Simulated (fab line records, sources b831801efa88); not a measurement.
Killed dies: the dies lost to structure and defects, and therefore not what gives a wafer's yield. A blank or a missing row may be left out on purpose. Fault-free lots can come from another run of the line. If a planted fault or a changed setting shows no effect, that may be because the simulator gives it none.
The same fault as seen by 2 desks :: flow sky130 :: each desk holds nothing but its own numbers, with what lay behind them at the end

AT THE METROLOGY DESK
What the gauges read, lot by lot, whatever tool the lot ran on: means of the sampled wafers that have a number. If a lot's mean is further than 4 standard deviations from the usual mean, the lot is out of limits and carries the mark OUT (the distance appears in the brackets).
Columns: A = VIA4_OVL at SKY_VIA4_OVL_MEAS_11, usual 0.3 nm; B = PASSIVATION_CVD_00_THK at SKY_PASSIVATION_THK_MEAS_01, usual 90.3 nm
lot: L755
first seen here: day 43 09:23
A: 0.9
B: 92.6

lot: L756
first seen here: day 43 20:36
A: -0.0
B: 90.1

lot: L757
first seen here: day 44 05:35
A: 0.5
B: 90.9

lot: L758
first seen here: day 44 13:59
A: -0.3
B: 90.2

lot: L759
first seen here: day 44 15:26
A: 1.3
B: 91.6

lot: L760
first seen here: day 44 22:23
A: 1.9
B: 89.0

lot: L764
first seen here: day 45 13:30
A: 1.0
B: 91.9

lot: L768
first seen here: day 46 08:55
A: 0.5
B: 103.9 (+10) OUT

lot: L769
first seen here: day 46 14:32
A: 0.2
B: 107.6 (+13) OUT

lot: L770
first seen here: day 46 20:41
A: 0.4
B: 90.1

lot: L771
first seen here: day 46 23:59
A: -1.2
B: 106.3 (+12) OUT

lot: L775
first seen here: day 48 05:41
A: -0.2
B: 89.4
This desk's result: L768, L769, L771 out of limits, first on L768 (PASSIVATION_CVD_00_THK at SKY_PASSIVATION_THK_MEAS_01), day 47 07:00. In limits: L755, L756, L757, L758, L759, L760, L764, L770, L775.

TOOL OWNER'S DESK, pecvd-03
The tool's own readings at SKY_PASSIVATION_CVD_00 (deposits SiO2, target thk 90 nm): means of the sampled wafers that have a number, for each lot that ran on this tool. If a lot's mean is further than 4 standard deviations from the usual mean, the lot is out of limits and carries the mark OUT (the distance appears in the brackets).
Columns: A = heater-power-w at SKY_PASSIVATION_CVD_00, usual 691 W
lot: L755
first seen here: day 44 09:48
A: 649

lot: L764
first seen here: day 46 12:58
A: 679

lot: L768
first seen here: day 47 06:59
A: 687

lot: L769
first seen here: day 47 12:17
A: 548

lot: L771
first seen here: day 47 22:06
A: 656
This desk's finding: nothing out of limits on any of the 5 lots.

TAKEN TOGETHER
On L768, L769, L771, the metrology desk was in a position to raise an alarm at day 47 07:00.
Nothing out of limits was seen by the tool owner's desk.
The tool owner's desk has L768, L769, L771 on record, within its limits.
Of the lots named, all ran SKY_PASSIVATION_CVD_00 on pecvd-03.

WHAT THE SIMULATOR PUT IN
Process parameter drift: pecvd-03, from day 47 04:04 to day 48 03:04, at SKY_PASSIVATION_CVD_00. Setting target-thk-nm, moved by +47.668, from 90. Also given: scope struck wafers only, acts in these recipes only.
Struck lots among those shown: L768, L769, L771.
Delay in hours, fault start to first out-of-limits reading, per desk: metrology desk 3.
